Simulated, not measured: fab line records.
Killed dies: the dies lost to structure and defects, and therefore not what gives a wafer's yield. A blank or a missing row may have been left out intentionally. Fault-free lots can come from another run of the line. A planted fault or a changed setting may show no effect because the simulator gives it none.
A struck lot beside a sound one || flow sky130 || 42 out of 708 route steps
Sound: wafers L732.1, L732.3, L732.5. Struck: wafers L748.2, L748.4, L748.5. The cause comes at the end.
Per side, at each step with rows, come the tool, then ch with its chambers, and then its first start. Under that, the readings that differ: sound wafers || struck wafers || difference of the means || sigmas: that difference in standard deviations of wafers without a fault.
alike: same words and numbers on both sides, and readings whose means sit less than 2 such deviations apart. not compared: any withheld reading, any reading some wafer has no value for, any bound like >300 that may hide the same value, and any number with overlapping values for which the record gives no deviation.
The two part at a step that has a row with sigmas, a row that says differs or no value, or rows on one side only. Numbers that have no deviation but don't overlap get no sigmas and don't part them. Lack of a reading on every wafer of one side parts them only where that side has two or more wafers.

SKY_SD_P_OVL_MEAS_08:
  struck on overlay-02, day 33 05:59; sound on overlay-02, day 27 16:48
  alike: SD_P_OVL
following that, these wafers have no rows for 1 step: SKY_SD_P_IMPLANT_09.
SKY_SD_P_STRIP_10: strips in O2/N2.
  sound on plasma asher-02 ch 0,1, day 27 16:59; struck on plasma asher-03 ch 0,1, day 33 06:10
  alike: chamber pressure mTorr, drypump motor current A, n2 flow sccm, oes product au, strip time to endpoint s
  not compared: rf hours counter h
SKY_SD_P_TW_MEAS_11:
  struck on film metro-04, day 33 06:16; sound on film metro-02, day 27 17:05
  alike: SD_P_TW
then, 8 steps without rows for these wafers: SKY_RES_XHIGH_DEHYDRATE_00 (time 60 s); SKY_RES_XHIGH_HMDS_01 (prime time 60 s); SKY_RES_XHIGH_COAT_02 (resist thk 1140 nm); SKY_RES_XHIGH_SOFTBAKE_03 (time 60 s); SKY_RES_XHIGH_EXPOSE_04 (exposes mask URPM, target cd 1270 nm); SKY_RES_XHIGH_PEB_05; SKY_RES_XHIGH_DEVELOP_06 (develop time 60 s); SKY_RES_XHIGH_IMPLANT_07.
SKY_RES_XHIGH_STRIP_08: strips in O2/N2.
  sound on plasma asher-01 ch 0,1, day 28 20:32; struck on plasma asher-03 ch 0,1, day 34 08:59
  alike: chamber pressure mTorr, drypump motor current A, n2 flow sccm, oes product au, strip time to endpoint s
  not compared: rf hours counter h
SKY_RES_XHIGH_TW_MEAS_09:
  struck on film metro-03, day 34 09:05; sound on film metro-04, day 28 20:38
  alike: RES_XHIGH_TW
then, 7 steps without rows for these wafers: SKY_SD_N_DEHYDRATE_00 (time 60 s); SKY_SD_N_HMDS_01 (prime time 60 s); SKY_SD_N_COAT_02 (resist thk 1140 nm); SKY_SD_N_SOFTBAKE_03 (time 60 s); SKY_SD_N_EXPOSE_04 (exposes mask NSDM, target cd 380 nm); SKY_SD_N_PEB_05; SKY_SD_N_DEVELOP_06 (develop time 60 s).
SKY_SD_N_CD_MEAS_07: the cd target is 380 nm.
  struck on cd sem-01, day 35 11:37; sound on cd sem-02, day 30 00:32
  alike: cd nm
SKY_SD_N_OVL_MEAS_08:
  struck on overlay-02, day 35 11:43; sound on overlay-02, day 30 00:40
  alike: SD_N_OVL
then, 2 steps without rows for these wafers: SKY_SD_N_IMPLANT_09; SKY_SD_N_IMPLANT_10.
SKY_SD_N_STRIP_11: strips in O2/N2.
  sound on plasma asher-01 ch 0,1, day 30 01:00; struck on plasma asher-02 ch 0,1, day 35 12:03
  alike: chamber pressure mTorr, drypump motor current A, n2 flow sccm, oes product au, strip time to endpoint s
  not compared: rf hours counter h
SKY_SD_N_TW_MEAS_12:
  struck on film metro-03, day 35 12:10; sound on film metro-04, day 30 01:06
  alike: SD_N_TW
then, 1 step without rows for these wafers: SKY_SD_N_CLEAN_13 (cleans in SC1/SC2, time 150 s).
SKY_SD_N_RTA_14: time 2 s.
  sound on rtp anneal-02 ch 0, day 30 01:13; struck on rtp anneal-02 ch 0, day 35 12:16
  alike: anneal temp c max, lamp power pct, ramp up c per s, wafer_temp_C_max
SKY_SD_N_RS_MEAS_16: measurement is done with a four-point probe.
  struck on film metro-02, day 35 12:27; sound on film metro-02, day 30 01:23
  alike: SD_N_RS
SKY_SD_N_RS_MEAS_17: measurement is done with a four-point probe.
  struck on film metro-02, day 35 12:34; sound on film metro-02, day 30 01:30
  alike: SD_P_RS
SKY_SD_N_RS_MEAS_18: measurement is done with a four-point probe.
  struck on film metro-02, day 35 12:41; sound on film metro-02, day 30 01:37
  alike: RES_XHIGH_RS
then, 2 steps without rows for these wafers: SKY_SALICIDE_CLEAN_00 (cleans in HF-last, time 30 s); SKY_LI_CONTACT_HDPCVD_00 (deposits PSG, target thk 930 nm, time 159.1 s).
SKY_LI_CONTACT_THK_MEAS_01:
  struck on film metro-02, day 35 12:57; sound on film metro-03, day 30 01:52
  alike: LI_CONTACT_HDPCVD_THK
SKY_LI_CONTACT_CMP_02: polishes PSG.
  sound on cmp-01 ch 0,1, day 30 01:59; struck on cmp-01 ch 0,2, day 35 13:00
  alike: motor current A, time to endpoint s
SKY_LI_CONTACT_BOW_MEAS_03:
  struck on film metro-03, day 35 13:23; sound on film metro-03, day 30 02:14
  alike: LI_CONTACT_BOW
then, 4 steps without rows for these wafers: SKY_LI_CONTACT_DEHYDRATE_04 (time 60 s); SKY_LI_CONTACT_HMDS_05 (prime time 60 s); SKY_LI_CONTACT_COAT_06 (resist thk 60 nm); SKY_LI_CONTACT_COAT_07 (resist thk 450 nm).
-- a jump in the record: the struck wafers' starts before and after are 15 days apart (it breaks off in module LI_CONTACT and resumes in module PAD_OPEN, where the first step shown is number 708 of the route) --
SKY_PAD_OPEN_PROBE_99:
  struck on prober-01, day 50 23:08; sound on prober-02, day 47 09:07
{"reading": "killed at other", "sound": "0 0 1", "struck": "54 50 55", "difference": "+53", "sigmas": "+88"}
{"reading": "killed dies", "sound": "86 83 88", "struck": "128 124 143", "difference": "+46", "sigmas": "+5"}
  alike: killed_at_M0_to_M3, killed_at_M4_up, killed at contacts, killed at front end, killed open, killed short

WHERE THEY PART
SKY_PAD_OPEN_PROBE_99 only, going by this record.

WHY: what had been put in by the simulator
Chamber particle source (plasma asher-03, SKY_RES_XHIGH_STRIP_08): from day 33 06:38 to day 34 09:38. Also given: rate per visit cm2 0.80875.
